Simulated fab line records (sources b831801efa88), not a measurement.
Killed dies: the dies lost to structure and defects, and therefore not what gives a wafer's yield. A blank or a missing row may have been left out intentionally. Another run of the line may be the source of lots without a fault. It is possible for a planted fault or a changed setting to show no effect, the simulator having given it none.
Matching of chambers    flow sky130    4 sister chambers for SKY_VIA1_CMP_02 on cmp-02
The step polishes SiO2. 8 wafers are shown with their chamber, then 9 later ones without.

WAFERS WITH THEIR CHAMBER
wafer   chamber  motor current A (A)  slurry filter dp kPa (kPa)
L810.6  3        12.1                 13.74
L814.3  3        11.8                 13.28
L814.6  2        11.6                 13.62
L816.4  1        12.4                 13.42
L816.5  2        12.0                 13.22
L818.1  1        11.4                 13.36
L818.3  0        10.9                 13.45
L818.5  0        11.3                 13.51

WAFERS WITH NO CHAMBER GIVEN
wafer   motor current A (A)  slurry filter dp kPa (kPa)
L817.2  11.9                 13.72
L817.3  11.3                 13.51
L817.4  12.1                 13.64
L819.3  11.2                 13.47
L819.4  11.6                 13.46
L819.6  11.1                 13.56
L821.1  11.7                 13.32
L821.3  11.3                 13.71
L821.6  12.1                 13.43

WHICH CHAMBER EACH WENT THROUGH
wafer   from the rows above                in truth
L817.2  can't be placed: 3 or 2 or 1 or 0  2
L817.3  can't be placed: 0 or 2 or 1 or 3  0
L817.4  can't be placed: 3 or 2 or 1 or 0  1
L819.3  can't be placed: 0 or 2 or 1 or 3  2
L819.4  can't be placed: 2 or 1 or 3 or 0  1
L819.6  can't be placed: 0 or 2 or 3 or 1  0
L821.1  can't be placed: 2 or 1 or 3 or 0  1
L821.3  can't be placed: 0 or 2 or 3 or 1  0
L821.6  can't be placed: 1 or 3 or 2 or 0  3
Correct placement for 0 of the 9. Unplaceable from these rows: 9, with the true chamber sitting among the candidates in 9. Wrongly placed: 0.
How it was worked out, from the rows above alone: a wafer's distance from a chamber is the root of the sum, over the readings, of the square of ((its reading less the chamber's mean) divided by the reading's scatter). If the next closest chamber is less than 2 further off than the closest, the wafer can't be placed; otherwise it belongs to the closest. For every chamber, the mean is computed from those of its wafers that are shown. The scatter: the root of (the sum of the squares of (reading less its chamber's mean) over the shown wafers, divided by (wafers less chambers)).
